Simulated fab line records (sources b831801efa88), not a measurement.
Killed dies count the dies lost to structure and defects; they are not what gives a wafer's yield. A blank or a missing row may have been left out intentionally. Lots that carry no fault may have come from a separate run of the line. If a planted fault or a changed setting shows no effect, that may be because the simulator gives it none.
What tool caused it? | flow gf180mcu | route of 602 steps, sampled at 1 step: 14 lots, 42 wafers

WHAT THE GAUGES READ, wafer by wafer
GF_HV_LDD_CD_MEAS_07: target cd 400 nm.
lot  | measured     | on        | cd-nm (nm)
L394 | day 10 00:31 | cd-sem-02 | 400.1 400.8 400.4
L396 | day 10 15:37 | cd-sem-01 | 399.0 398.9 398.6
L399 | day 11 11:43 | cd-sem-01 | 400.4 401.1 401.1
L400 | day 11 19:01 | cd-sem-02 | 395.4 396.8 396.8
L401 | day 12 03:33 | cd-sem-02 | 402.0 397.8 397.2
L406 | day 13 13:14 | cd-sem-01 | 403.3 404.1 401.5
L407 | day 13 18:17 | cd-sem-01 | 401.1 397.4 399.5
L409 | day 14 12:44 | cd-sem-02 | 405.3 404.9 404.9
L410 | day 15 02:29 | cd-sem-02 | 400.6 400.5 397.9
L411 | day 15 18:34 | cd-sem-02 | 398.9 401.9 400.5
L412 | day 16 07:14 | cd-sem-01 | 400.9 401.7 399.3
L413 | day 16 13:36 | cd-sem-02 | 396.4 398.5 396.5
L416 | day 17 04:34 | cd-sem-01 | 400.9 402.0 402.6
L417 | day 17 08:02 | cd-sem-02 | 400.5 396.4 398.8

WHAT TOOL EACH LOT RAN ON (gives the tool, then ch and the chambers of the sampled wafers, and finally the start)
There is no process step in the record ahead of these readings.

WHAT THE TOOLS THEMSELVES READ (means of the sampled wafers that have a number; where no wafer has one, the mark that the record gives instead)
The record holds no such reading with a usual standard deviation.

THE ANSWER, worked out from the rows above alone
Rule: what is usual is taken from the lots themselves. Put in order of their means at a reading, lots are off if they are a third of the lots or fewer, leave a main group of 4 or more, and stand apart from it by a gap of 3 or more times the standard deviation of the main group's means; of several such gaps the widest counts. If all means in a main group match to the digits the tables above print for the reading, that group is not used. A lot without any number at a reading at which 4 lots or more have one is off too. Any other lot the step has rows for is counted as sound. After the gauges, taken in route order, come the tools' own readings; for these a lot's mean is taken, as printed above. At the first step where some lot is off, the reading lying furthest off is the one used; lots without a number count as furthest.
None of the lots is off at any reading shown; this tells nothing.

WHAT THE SIMULATOR PUT IN
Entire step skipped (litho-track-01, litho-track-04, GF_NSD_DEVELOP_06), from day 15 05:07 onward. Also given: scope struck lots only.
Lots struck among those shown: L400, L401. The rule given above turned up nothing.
